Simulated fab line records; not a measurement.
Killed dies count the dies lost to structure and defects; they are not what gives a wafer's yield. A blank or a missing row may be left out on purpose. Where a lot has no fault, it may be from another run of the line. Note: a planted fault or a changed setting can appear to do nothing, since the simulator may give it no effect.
Which tool did it? -- flow sfq-line -- Sampling: 7 lots, 21 wafers, 3 of 325 route steps

== WHAT THE GAUGES SHOWED, per wafer ==
SFQ_M4_OVL_MEAS_926.
lot,measured,on,M4_OVL (nm)
L909,day 46 00:37,overlay-01,-3 -9 -9
L914,day 48 10:22,overlay-02,-3 -2 -6
L916,day 53 11:03,overlay-01,6 5 6
L921,day 56 11:35,overlay-01,-1 -1 7
L924,day 56 20:41,overlay-01,-8 0 0
L927,day 57 15:54,overlay-01,-7 1 -5
L929,day 59 03:31,overlay-02,2 -7 -9

== WHICH TOOL RAN EACH LOT (tool, then ch and the chambers of the sampled wafers, then the start) ==
lot,SFQ_TRILAYER_M3_DEP_SPUTTER_073,SFQ_TRILAYER_M3_ETCH_METAL_ETCH_078
L909,"pvd-sputter-06, day 33 14:38","rie-metal-04 ch 0, day 33 17:43"
L914,"pvd-sputter-05, day 36 16:27","rie-metal-01 ch 0,1, day 36 19:04"
L916,"pvd-sputter-04, day 43 00:33","rie-metal-02 ch 0,1, day 43 04:18"
L921,"pvd-sputter-06, day 45 13:36","rie-metal-01 ch 0,1, day 50 09:17"
L924,"pvd-sputter-05, day 45 22:01","rie-metal-04 ch 0,1, day 50 16:27"
L927,"pvd-sputter-06, day 47 05:12","rie-metal-01 ch 0,1, day 52 06:21"
L929,"pvd-sputter-04, day 48 10:09","rie-metal-02 ch 0,1, day 53 17:33"
- SFQ_TRILAYER_M3_DEP_SPUTTER_073: material Nb, target thk 200 nm, time 133.3 s.
- SFQ_TRILAYER_M3_ETCH_METAL_ETCH_078: etches Nb in Cl2/Ar, stops on SiO2, target depth 240 nm, time 120 s.

== THE ANSWER, worked out from the rows above alone ==
Rule: the usual values come from the lots themselves. The widest of any qualifying gaps counts: lots, ordered by their means at a reading, are off when they make up no more than a third of the lots, leave a main group of 4 or more, and stand apart from it by 3 or more times the standard deviation of that group's means. Not used: any main group whose means are identical at the precision the tables above print for the reading. A lot without any number at a reading at which 4 lots or more have one is off too. Where the step has rows for the other lots, those lots are counted as sound.
Across all readings shown, no lot is off: no conclusion can be drawn from this.

== WHAT WAS PUT IN BY THE SIMULATOR ==
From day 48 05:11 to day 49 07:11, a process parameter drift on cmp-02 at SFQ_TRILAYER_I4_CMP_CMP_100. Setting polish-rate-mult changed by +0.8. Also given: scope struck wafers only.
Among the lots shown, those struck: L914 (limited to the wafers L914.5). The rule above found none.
